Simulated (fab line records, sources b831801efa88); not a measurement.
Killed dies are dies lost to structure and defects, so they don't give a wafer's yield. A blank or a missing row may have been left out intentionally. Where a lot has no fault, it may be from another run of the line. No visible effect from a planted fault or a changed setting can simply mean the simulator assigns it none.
fab line records -- flow sky130
[record] lots = 6, wafers = 18, lastDay = 50
route steps=708 shown VT_ADJUST_PCH@151 SONOS_TUNNEL@154 PAD_OPEN@708
lots that met no fault: taken from a fault-free run of the same line
startH: hours from the record's first day to the start of the lot's first wafer shown -- waitH: hours since the lot's step before -- " identical to the entry in the row above -- L1.1+2: one row covering several wafers at once -- - no value, or no start was given -- * or withheld: withheld -- < > ~ a bound
route shown NAME@n: NAME is a module with steps in the file, n the number in the route of the first one -- usual: mean/standard deviation taken from wafers without a fault -- same: alike in all rows -- chamber/n: place in a boat -- sites: the reading at each site -- _std_site: how widely they spread, as a standard deviation -- _edge_site: outer sites' mean less inner sites' -- radiusMm: for every site, how far away it sits from the centre of the wafer -- mask NAME#n: copy n -- behind: tool/chamber where the wafer was last shaped -- hold: why the lot was held/for how many hours/how that ended -- device: the n, p or np transistor that did not switch -- end of line: at the end of the route, the tests of the same wafers -- a step given without rows: its recipe and nothing more -- killed: count of dies lost to structure and defects at first sort (not the wafer's yield) -- map: per-die view of a wafer (x killed, . not killed, _ where there is no die)
set.NAME: the setting as run; set.NAME@STEP: as run at that earlier step -- model.NAME: the simulator's own value behind a step, which no gauge read
lots seen at some steps along the route; tables by step, rows by wafer
services: when a tool's chamber went out of use (startH, in hours from the record's first day, below 0 if earlier), for how many hours, and the reason
[[steps]]
[step SKY_VT_ADJUST_PCH_IMPLANT_08]
[recipe] species = B, energyKev = 9.934, doseCm2 = 5e+11, tiltDeg = withheld
[step SKY_VT_ADJUST_PCH_STRIP_09]
[recipe] chemistry = O2/N2, powerW = 1400, pressureMtorr = 1500, platenTempC = withheld, o2FlowSccm = 3000, n2FlowSccm = 300, overashFraction = 0.5
[usual] drypumpMotorCurrentA = 5.7/0.31, o2FlowSccm = 3001/8.9, oesProductAu = 0.722/0.005, stripTimeToEndpointS = 36.95/0.1
lot.wafer,tool,chamber,startH,waitH,drypumpMotorCurrentA,o2FlowSccm,oesProductAu,rfHoursCounterH,stripTimeToEndpointS
L435.1,plasmaAsher-01,1,266.35,0.1,5.1,2996,0.717,48,37.15
L435.3,plasmaAsher-01,0,266.35,0.1,5.7,3017,0.722,-,37.12
L435.6,plasmaAsher-01,1,266.35,0.1,5.1,2996,0.718,-,37.07
L438.1,plasmaAsher-01,1,277.65,0.1,5.1,2994,0.721,49,37.05
L438.4,plasmaAsher-01,0,277.65,0.1,5.7,3002,0.722,-,37.04
L438.6,plasmaAsher-01,1,277.65,0.1,5.1,3001,0.728,-,37.08
L443.3,plasmaAsher-02,1,305.19,0.1,5.8,2991,0.722,-,36.89
L443.4,plasmaAsher-02,0,305.19,0.1,5.6,2985,0.723,-,36.92
L443.6,plasmaAsher-02,0,305.19,0.1,5.6,3004,0.730,-,36.91
L447.1,plasmaAsher-02,0,334.01,0.1,5.6,2993,0.733,17,36.92
L447.2,plasmaAsher-02,1,334.01,0.1,5.9,3003,0.722,17,36.91
L447.4,plasmaAsher-02,0,334.01,0.1,5.6,3007,0.722,-,36.95
L454.1,plasmaAsher-01,0,398.40,0.1,5.7,3001,0.728,61,36.89
L454.3,plasmaAsher-01,1,398.40,0.1,5.1,2983,0.725,-,37.07
L454.6,plasmaAsher-01,0,398.40,0.1,5.7,3004,0.729,-,36.91
L456.1,plasmaAsher-02,0,404.20,0.1,5.6,2996,0.714,23,36.98
L456.3,plasmaAsher-02,0,404.20,0.1,5.5,2998,0.726,-,36.98
L456.4,plasmaAsher-02,1,404.20,0.1,5.8,3012,0.714,-,36.84
[step SKY_VT_ADJUST_PCH_TW_MEAS_10]
[usual] VT_ADJUST_PCH_TW = 142.5/1
lot.wafer,tool,chamber,startH,waitH,VT_ADJUST_PCH_TW
L435.1,filmMetro-04,-,266.45,0.1,142.9
L435.3,filmMetro-04,-,266.45,0.1,142.7
L435.6,filmMetro-04,-,266.45,0.1,142.0
L438.1,filmMetro-04,-,277.75,0.1,142.4
L438.4,filmMetro-04,-,277.75,0.1,142.1
L438.6,filmMetro-04,-,277.75,0.1,142.4
L443.3,filmMetro-02,-,305.27,0.1,144.4
L443.4,filmMetro-02,-,305.27,0.1,144.0
L443.6,filmMetro-02,-,305.27,0.1,143.9
L447.1,filmMetro-04,-,334.11,0.1,142.5
L447.2,filmMetro-04,-,334.11,0.1,141.6
L447.4,filmMetro-04,-,334.11,0.1,142.7
L454.1,filmMetro-02,-,398.50,0.1,143.7
L454.3,filmMetro-02,-,398.50,0.1,144.1
L454.6,filmMetro-02,-,398.50,0.1,144.2
L456.1,filmMetro-01,-,404.30,0.1,141.5
L456.3,filmMetro-01,-,404.30,0.1,143.0
L456.4,filmMetro-01,-,404.30,0.1,141.7
[step SKY_SONOS_TUNNEL_DEHYDRATE_00]
[recipe] tempC = 200, timeS = 60
[step SKY_SONOS_TUNNEL_HMDS_01]
[recipe] primeTimeS = 60, primeTempC = 120
[step SKY_SONOS_TUNNEL_COAT_02]
[recipe] resist = NOVOLAK, spinRpm = 3000, resistThkNm = 1140
[step SKY_SONOS_TUNNEL_SOFTBAKE_03]
[recipe] tempC = 90, timeS = 60, resist = NOVOLAK
[step SKY_SONOS_TUNNEL_EXPOSE_04]
[recipe] maskId = TUNM, na = 0.6, sourceShape = conventional, sigmaOuter = 0.6, polarization = unpolarized, targetCdNm = 410, doseMj = 136
[step SKY_SONOS_TUNNEL_PEB_05]
[recipe] tempC = withheld, timeS = *, resist = NOVOLAK
[step SKY_SONOS_TUNNEL_DEVELOP_06]
[recipe] resist = NOVOLAK, developer = TMAH, developTimeS = 60, devTempC = 23
[step SKY_SONOS_TUNNEL_CD_MEAS_07]
[recipe] targetCdNm = 410
[usual] cdNm = 410.4/2.6
lot.wafer,tool,chamber,startH,waitH,cdNm
L435.1,cdSem-01,-,291.22,0.1,412.4
L435.3,cdSem-01,-,291.22,0.1,413.0
L435.6,cdSem-01,-,291.22,0.1,412.7
L438.1,cdSem-02,-,303.22,0.1,408.2
L438.4,cdSem-02,-,303.22,0.1,406.8
L438.6,cdSem-02,-,303.22,0.1,407.1
L443.3,cdSem-01,-,331.56,0.1,411.4
L443.4,cdSem-01,-,331.56,0.1,410.8
L443.6,cdSem-01,-,331.56,0.1,409.2
L447.1,cdSem-01,-,360.98,0.1,408.2
L447.2,cdSem-01,-,360.98,0.1,405.9
L447.4,cdSem-01,-,360.98,0.1,408.8
L454.1,cdSem-02,-,428.52,0.1,413.3
L454.3,cdSem-02,-,428.52,0.1,414.1
L454.6,cdSem-02,-,428.52,0.1,413.7
L456.1,cdSem-02,-,434.24,0.2,413.5
L456.3,cdSem-02,-,434.24,0.2,413.1
L456.4,cdSem-02,-,434.24,0.2,408.5
[step SKY_SONOS_TUNNEL_OVL_MEAS_08]
[usual] SONOS_TUNNEL_OVL = -1.1/1.4
lot.wafer,tool,chamber,startH,waitH,SONOS_TUNNEL_OVL[nm]
L435.1,overlay-02,-,291.34,0.1,-1.9
L435.3,overlay-02,-,291.34,0.1,-3.1
L435.6,overlay-02,-,291.34,0.1,-0.4
L438.1,overlay-02,-,303.34,0.1,-0.2
L438.4,overlay-02,-,303.34,0.1,0.0
L438.6,overlay-02,-,303.34,0.1,0.7
L443.3,overlay-01,-,331.65,0.1,-0.9
L443.4,overlay-01,-,331.65,0.1,-1.5
L443.6,overlay-01,-,331.65,0.1,1.3
L447.1,overlay-02,-,361.10,0.1,-0.2
L447.2,overlay-02,-,361.10,0.1,-0.1
L447.4,overlay-02,-,361.10,0.1,-0.5
L454.1,overlay-02,-,428.64,0.1,-0.1
L454.3,overlay-02,-,428.64,0.1,-1.2
L454.6,overlay-02,-,428.64,0.1,-0.7
L456.1,overlay-02,-,434.36,0.1,-1.7
L456.3,overlay-02,-,434.36,0.1,-2.5
L456.4,overlay-02,-,434.36,0.1,-0.7
[step SKY_SONOS_TUNNEL_IMPLANT_09]
[recipe] species = B, energyKev = 20, doseCm2 = 1e+12, tiltDeg = withheld
[usual] doseIonsCm2 = 1.0002e+12/9.8e+08, faradayCurrentUA = 5.64/0.11
lot.wafer,tool,chamber,startH,waitH,doseIonsCm2,faradayCurrentUA
L435.1,implanter-04,0,291.37,0.0,9.999e+11,5.62
L435.3,implanter-04,0,291.37,0.0,9.985e+11,5.65
L435.6,implanter-04,0,291.37,0.0,9.999e+11,5.56
L438.1,implanter-04,0,303.37,0.0,1.0009e+12,5.73
L438.4,implanter-04,0,303.37,0.0,1.0018e+12,5.60
L438.6,implanter-04,0,303.37,0.0,1.0014e+12,5.57
L443.3,implanter-02,0,331.72,0.1,1.0017e+12,5.50
L443.4,implanter-02,0,331.72,0.1,9.994e+11,5.51
L443.6,implanter-02,0,331.72,0.1,9.993e+11,5.58
L447.1,implanter-01,0,361.14,0.0,9.992e+11,5.56
L447.2,implanter-01,0,361.14,0.0,9.989e+11,5.67
L447.4,implanter-01,0,361.14,0.0,1e+12,5.60
L454.1,implanter-02,0,428.67,0.0,2.969e+11,1.69
L454.3,implanter-02,0,428.67,0.0,2.981e+11,1.67
L454.6,implanter-02,0,428.67,0.0,2.982e+11,1.69
L456.1,implanter-02,0,434.40,0.0,2.991e+11,1.66
L456.3,implanter-02,0,434.40,0.0,2.974e+11,1.66
L456.4,implanter-02,0,434.40,0.0,2.993e+11,1.74
[step SKY_SONOS_TUNNEL_WET_ETCH_10]
[recipe] chemistry = dHF, targetDepthNm = 14, target = SiO2, dilution = 100:1, tempC = 25, timeS = 280
[step SKY_SONOS_TUNNEL_STRIP_11]
[recipe] chemistry = SPM, timeS = 600, tempC = 130
[step SKY_SONOS_TUNNEL_TW_MEAS_12]
[usual] SONOS_TUNNEL_TW = 197.2/1.2
lot.wafer,tool,chamber,startH,waitH,SONOS_TUNNEL_TW
L435.1,filmMetro-03,-,291.79,0.0,199.0
L435.3,filmMetro-03,-,291.79,0.0,197.4
L435.6,filmMetro-03,-,291.79,0.0,197.7
L438.1,filmMetro-04,-,303.79,0.0,197.1
L438.4,filmMetro-04,-,303.79,0.0,196.8
L438.6,filmMetro-04,-,303.79,0.0,197.2
L443.3,filmMetro-04,-,332.11,0.0,196.5
L443.4,filmMetro-04,-,332.11,0.0,196.9
L443.6,filmMetro-04,-,332.11,0.0,197.0
L447.1,filmMetro-03,-,361.55,0.0,200.1
L447.2,filmMetro-03,-,361.55,0.0,198.7
L447.4,filmMetro-03,-,361.55,0.0,198.7
L454.1,filmMetro-04,-,429.08,0.0,141.5
L454.3,filmMetro-04,-,429.08,0.0,140.6
L454.6,filmMetro-04,-,429.08,0.0,141.8
L456.1,filmMetro-01,-,434.82,0.0,141.8
L456.3,filmMetro-01,-,434.82,0.0,142.8
L456.4,filmMetro-01,-,434.82,0.0,142.2
[step SKY_SONOS_TUNNEL_CLEAN_13]
[recipe] chemistry = dHF, timeS = 20, dilution = 100:1, dry = ipaMarangoni
[step SKY_PAD_OPEN_PROBE_99]
[usual] killed_at_M0_to_M3 = 44/7.3, killed_at_M4_up = 3.4/1.7, killedAtContacts = 24/5.3, killedAtFrontEnd = 15/4.1, killedAtOther = 0.4/0.68, killedDies = 87/9.5, killedOpen = 48/7.1, killedShort = 39/5.8
[same] grossDies = 492, killedAtBackSide = 0
lot.wafer,tool,chamber,startH,waitH,killed_at_M0_to_M3,killed_at_M4_up,killedAtContacts,killedAtFrontEnd,killedAtOther,killedDies,killedOpen,killedShort,model.etest.tipSonos.rsOhmSq,model.etest.sonosUncharged.rOnOhmUm,model.etest.sonosProgrammed.offLog10AUm,model.etest.sonosProgrammed.vtV,model.etest.sonosBaked.vtV,model.etest.sonosUncharged.vtV,model.etest.sonosErased.vtV
L435.1,prober-02,-,1105.01,0.1,45,3,31,15,0,94,54,40,2694,814.6,-14.07,1.584,1.052,-0.4405,-2.336
L435.3,prober-02,-,1105.11,0.2,58,8,16,21,1,104,49,54,2700,815.7,-13.95,1.593,1.053,-0.4356,-2.342
L435.6,prober-02,-,1105.26,0.2,46,5,28,14,0,93,49,41,2670,805.5,-14.05,1.538,1.003,-0.4667,-2.308
L438.1,prober-01,-,1114.20,0.1,52,1,31,7,0,91,52,39,2523,812.2,-14.09,1.44,0.9441,-0.4374,-2.263
L438.4,prober-01,-,1114.35,0.2,43,5,26,16,1,91,50,41,2569,823.5,-13.91,1.46,0.9475,-0.4241,-2.257
L438.6,prober-01,-,1114.45,0.2,43,5,25,17,0,90,48,42,2522,814.1,-13.89,1.376,0.8991,-0.4561,-2.223
L443.3,prober-02,-,1135.14,0.2,36,4,21,17,1,79,38,41,2672,820.8,-13.99,1.562,1.075,-0.4276,-2.342
L443.4,prober-02,-,1135.19,0.2,32,2,23,12,0,69,39,30,2714,816.1,-13.97,1.618,1.068,-0.4413,-2.352
L443.6,prober-02,-,1135.29,0.2,46,4,27,16,0,93,46,47,2709,817.5,-14.04,1.489,0.9861,-0.4347,-2.3
L447.1,prober-02,-,1155.00,0.1,53,4,32,16,0,105,55,50,2613,837.2,-13.88,1.519,0.9988,-0.4067,-2.268
L447.2,prober-02,-,1155.05,0.1,36,2,29,11,0,78,44,34,2687,827.9,-13.78,1.442,0.9795,-0.4514,-2.206
L447.4,prober-02,-,1155.15,0.2,31,1,29,12,1,74,44,29,2661,817.8,-13.97,1.385,0.9224,-0.4407,-2.179
L454.1,prober-01,-,1193.20,0.1,37,8,17,16,0,78,42,36,2501,736.6,-12.38,1.397,0.8364,-0.6551,-2.574
L454.3,prober-01,-,1193.30,0.2,67,3,24,16,0,110,69,41,2522,746.6,-11.96,1.341,0.7965,-0.5824,-2.505
L454.6,prober-01,-,1193.45,0.2,46,3,23,18,0,90,57,33,2540,745.4,-12.04,1.324,0.8361,-0.6429,-2.499
L456.1,prober-01,-,1198.65,0.1,40,1,28,19,0,88,48,40,2535,754.2,-12.11,1.362,0.7988,-0.6104,-2.587
L456.3,prober-01,-,1198.75,0.2,38,2,32,5,0,77,46,31,2580,747.9,-12.64,1.413,0.8207,-0.653,-2.604
L456.4,prober-01,-,1198.80,0.2,46,1,27,13,0,87,52,35,2535,760.7,-12.3,1.386,0.8442,-0.6005,-2.6
// killed by level:class
L435.1 CONTACT:geometricParticle:open=15 VIA1:geometricParticle:open=14 CONTACT:geometricParticle:short=8 VIA2:geometricParticle:open=7 VIA1:geometricParticle:short=5 FIELD_ISO:geometricParticle:open=4 METAL1:geometricParticle:short=4 POLY_GATE:geometricParticle:short=4
L435.3 VIA1:geometricParticle:open=10 VIA1:geometricParticle:short=9 METAL2:geometricParticle:short=8 VIA2:geometricParticle:open=8 CONTACT:geometricParticle:open=7 METAL1:geometricParticle:short=7 POLY_GATE:geometricParticle:short=6 POLY_GATE:geometricParticle:open=6
L435.6 VIA1:geometricParticle:open=10 CONTACT:geometricParticle:open=10 VIA2:geometricParticle:open=8 LI_CONTACT:geometricParticle:open=6 CONTACT:geometricParticle:short=6 VIA1:geometricParticle:short=5 METAL1:geometricParticle:short=5 LOCAL_INTERCONNECT:geometricParticle:short=4
L438.1 CONTACT:geometricParticle:open=14 VIA1:geometricParticle:open=10 VIA3:geometricParticle:open=9 VIA2:geometricParticle:open=7 VIA1:geometricParticle:short=6 LI_CONTACT:geometricParticle:short=6 LI_CONTACT:geometricParticle:open=5 VIA2:geometricParticle:short=5
L438.4 VIA3:geometricParticle:open=9 VIA1:geometricParticle:open=9 LI_CONTACT:geometricParticle:open=8 VIA2:geometricParticle:open=8 CONTACT:geometricParticle:open=5 VIA3:geometricParticle:short=5 FIELD_ISO:geometricParticle:short=4 METAL1:geometricParticle:short=4
L438.6 CONTACT:geometricParticle:open=11 VIA1:geometricParticle:open=8 VIA1:geometricParticle:short=7 LOCAL_INTERCONNECT:geometricParticle:short=6 VIA2:geometricParticle:open=6 FIELD_ISO:geometricParticle:open=5 METAL1:geometricParticle:short=5 VIA3:geometricParticle:open=5
L443.3 VIA3:geometricParticle:open=7 LI_CONTACT:geometricParticle:open=6 METAL2:geometricParticle:short=6 FIELD_ISO:geometricParticle:short=5 LI_CONTACT:geometricParticle:short=4 CONTACT:geometricParticle:short=4 CONTACT:geometricParticle:open=4 VIA1:geometricParticle:open=4
L443.4 VIA1:geometricParticle:open=12 CONTACT:geometricParticle:open=8 FIELD_ISO:geometricParticle:open=5 LI_CONTACT:geometricParticle:short=4 LI_CONTACT:geometricParticle:open=4 CONTACT:geometricParticle:short=4 METAL1:geometricParticle:short=4 POLY_GATE:geometricParticle:short=3
L443.6 VIA1:geometricParticle:open=14 LOCAL_INTERCONNECT:geometricParticle:short=9 CONTACT:geometricParticle:short=6 VIA2:geometricParticle:open=6 LI_CONTACT:geometricParticle:open=6 METAL2:geometricParticle:short=6 CONTACT:geometricParticle:open=5 METAL1:geometricParticle:short=5
L447.1 CONTACT:geometricParticle:open=18 VIA3:geometricParticle:open=10 METAL2:geometricParticle:short=9 CONTACT:geometricParticle:short=7 METAL1:geometricParticle:short=7 VIA2:geometricParticle:open=7 VIA1:geometricParticle:open=6 VIA2:geometricParticle:short=5
L447.2 CONTACT:geometricParticle:open=9 LI_CONTACT:geometricParticle:open=7 VIA1:geometricParticle:open=7 LOCAL_INTERCONNECT:geometricParticle:short=6 VIA2:geometricParticle:open=6 METAL2:geometricParticle:short=5 METAL1:geometricParticle:short=5 SPACER:geometricParticle:open=4
L447.4 CONTACT:geometricParticle:open=12 LI_CONTACT:geometricParticle:open=7 VIA2:geometricParticle:open=7 CONTACT:geometricParticle:short=4 VIA1:geometricParticle:open=4 METAL2:geometricParticle:open=4 SONOS_ONO:geometricParticle:short=3 LOCAL_INTERCONNECT:geometricParticle:open=3
L454.1 VIA1:geometricParticle:open=8 VIA2:geometricParticle:open=8 METAL4:geometricParticle:short=7 CONTACT:geometricParticle:open=6 FIELD_ISO:geometricParticle:short=5 FIELD_ISO:geometricParticle:open=5 VIA3:geometricParticle:open=5 LOCAL_INTERCONNECT:geometricParticle:short=4
L454.3 VIA1:geometricParticle:open=16 VIA2:geometricParticle:open=16 CONTACT:geometricParticle:open=10 METAL1:geometricParticle:short=7 VIA3:geometricParticle:open=7 CONTACT:geometricParticle:short=6 VIA1:geometricParticle:short=6 FIELD_ISO:geometricParticle:short=5
L454.6 VIA1:geometricParticle:open=14 CONTACT:geometricParticle:open=9 LI_CONTACT:geometricParticle:open=8 VIA3:geometricParticle:open=8 VIA2:geometricParticle:open=6 FIELD_ISO:geometricParticle:short=5 FIELD_ISO:geometricParticle:open=5 METAL2:geometricParticle:short=4
L456.1 VIA1:geometricParticle:open=15 LI_CONTACT:geometricParticle:open=7 FIELD_ISO:geometricParticle:short=6 POLY_GATE:geometricParticle:open=6 CONTACT:geometricParticle:open=6 CONTACT:geometricParticle:short=6 VIA2:geometricParticle:open=5 POLY_GATE:geometricParticle:short=4
L456.3 LI_CONTACT:geometricParticle:open=15 VIA1:geometricParticle:open=12 VIA2:geometricParticle:open=7 VIA3:geometricParticle:open=6 LOCAL_INTERCONNECT:geometricParticle:short=5 CONTACT:geometricParticle:short=5 VIA1:geometricParticle:short=4 LI_CONTACT:geometricParticle:short=3
L456.4 VIA1:geometricParticle:open=12 CONTACT:geometricParticle:open=11 METAL2:geometricParticle:short=7 FIELD_ISO:geometricParticle:open=6 LI_CONTACT:geometricParticle:open=6 CONTACT:geometricParticle:short=5 VIA1:geometricParticle:short=4 VIA2:geometricParticle:open=4
[[services]]
tool,chamber,startH,hours,kind
implanter-04,-,253.82,2.1,repair
implanter-01,-,262.03,1.9,repair
plasmaAsher-02,-,262.62,1.3,repair
implanter-02,-,280.75,4.0,pm
implanter-04,-,318.89,7.2,pm
implanter-01,-,326.77,1.2,repair
plasmaAsher-02,-,346.46,0.3,repair
plasmaAsher-02,-,376.71,1.2,repair
implanter-01,-,384.05,3.6,pm
implanter-01,-,391.02,1.8,repair
implanter-02,-,397.58,2.9,repair
plasmaAsher-01,-,401.66,2.2,repair
implanter-02,-,406.96,2.7,repair
[[key]]
[firstSign] step = SKY_SONOS_TUNNEL_IMPLANT_09, reading = doseIonsCm2, direction = down, sigmas = 99+, usual = *, struck = *
[effect] step = SKY_SONOS_TUNNEL_IMPLANT_09, reading = faradayCurrentUA, direction = down, sigmas = 37, usual = 5.64, struck = 1.69
[effect] step = SKY_SONOS_TUNNEL_TW_MEAS_12, reading = SONOS_TUNNEL_TW, direction = down, sigmas = 45, usual = 197.2, struck = 141.8
[modelEffect] step = SKY_PAD_OPEN_PROBE_99, value = etest.tipSonos.rsOhmSq, without = 2648, struck = 2536
metAt SKY_SONOS_TUNNEL_IMPLANT_09
struckWafers L454.1,L454.3,L454.6,L456.1,L456.3,L456.4
testerLeftOut L454,L456
onsetBetween 331.72 428.67
[fault] kind = processParameterDrift, tool = implanter-02, chamber = -, onsetH = 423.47, steps = SKY_SONOS_TUNNEL_IMPLANT_09, channel = doseCm2, offset = *, shape = step, endH = 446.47, actsIn = *, stated = *
// testerLeftOut: of these lots the tester's yield and bins aren't shown, on N5 and GAA mostly nor the transistor test; their killed dies are dies lost to structure and defects alone, not to doping, threshold or leakage, so they don't give the yield
